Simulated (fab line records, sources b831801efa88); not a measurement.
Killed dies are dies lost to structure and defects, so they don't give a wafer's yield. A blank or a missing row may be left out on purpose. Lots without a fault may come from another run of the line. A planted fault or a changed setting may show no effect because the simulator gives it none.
One fault seen from 2 desks | flow sky130 | each desk has only its own numbers; what lay behind them comes last

THE TOOL OWNER'S DESK: implanter-03
The tool's own readings at SKY_LDD_N_IMPLANT_12: means of the sampled wafers that have a number, for each lot that ran on this tool. A lot is out of limits, marked OUT, if its mean lies more than 4 standard deviations from the usual mean; the brackets give that distance.
Columns: A = beam_on_s at SKY_LDD_N_IMPLANT_12, usual 9.97 s; B = faraday_current_uA at SKY_LDD_N_IMPLANT_12, usual 28.3
lot  | first seen here | A               | B
L287 | day 18 07:57    | 10.03           | 28.1
L288 | day 19 02:26    | 10.06           | 28.1
L290 | day 19 23:36    | 9.76            | 28.9
L295 | day 21 23:54    | 10.05           | 28.0
L300 | day 23 11:58    | 14.25 (+23) OUT | 19.8 (-16) OUT
L301 | day 23 22:47    | 14.10 (+22) OUT | 20.1 (-15) OUT
This desk's finding: out of limits on L300, L301; first on L300, day 23 11:58 (beam_on_s at SKY_LDD_N_IMPLANT_12). In limits: L287, L288, L290, L295.

THE METROLOGY DESK
What the gauges read, lot by lot, whatever tool the lot ran on: means of the sampled wafers that have a number. A lot is out of limits, marked OUT, if its mean lies more than 4 standard deviations from the usual mean; the brackets give that distance.
Columns: A = LI_CONTACT_W_THK at SKY_LI_CONTACT_THK_MEAS_23, usual 406 nm; B = VIA2_W_RS at SKY_VIA2_RS_MEAS_22, usual 0.271 ohm/sq
lot  | first seen here | A   | B
L286 | day 29 16:49    | 401 | 0.266
L287 | day 29 18:47    | 413 | 0.278
L288 | day 30 11:36    | 408 | 0.273
L289 | day 30 12:38    | 405 | 0.274
L290 | day 31 03:50    | 386 | 0.273
L291 | day 31 07:05    | 410 | 0.277
L294 | day 32 10:20    | 421 | 0.276
L293 | day 32 11:38    | 409 | 0.275
L295 | day 32 22:08    | 427 | 0.274
L296 | day 33 01:27    | 409 | 0.273
L300 | day 34 05:39    | 395 | 0.273
L301 | day 34 13:45    | 408 | 0.273
L303 | day 34 17:38    | 424 | 0.265
This desk's finding: nothing out of limits on any of the 13 lots.

PUT TOGETHER
The tool owner's desk could have raised an alarm at day 23 11:58, on L300, L301.
The metrology desk saw nothing out of limits.
The metrology desk has L300, L301 on record, within its limits.
Of the lots named, all ran SKY_LDD_N_IMPLANT_12 on implanter-03.

WHAT THE SIMULATOR HAD PUT IN
Process parameter drift: implanter-03, from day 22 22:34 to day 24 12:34, at SKY_LDD_N_IMPLANT_12. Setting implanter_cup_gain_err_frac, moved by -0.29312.
Lots struck among those shown: L300, L301.
Hours from the fault's start to each desk's first reading out of limits: the tool owner's desk, 13.
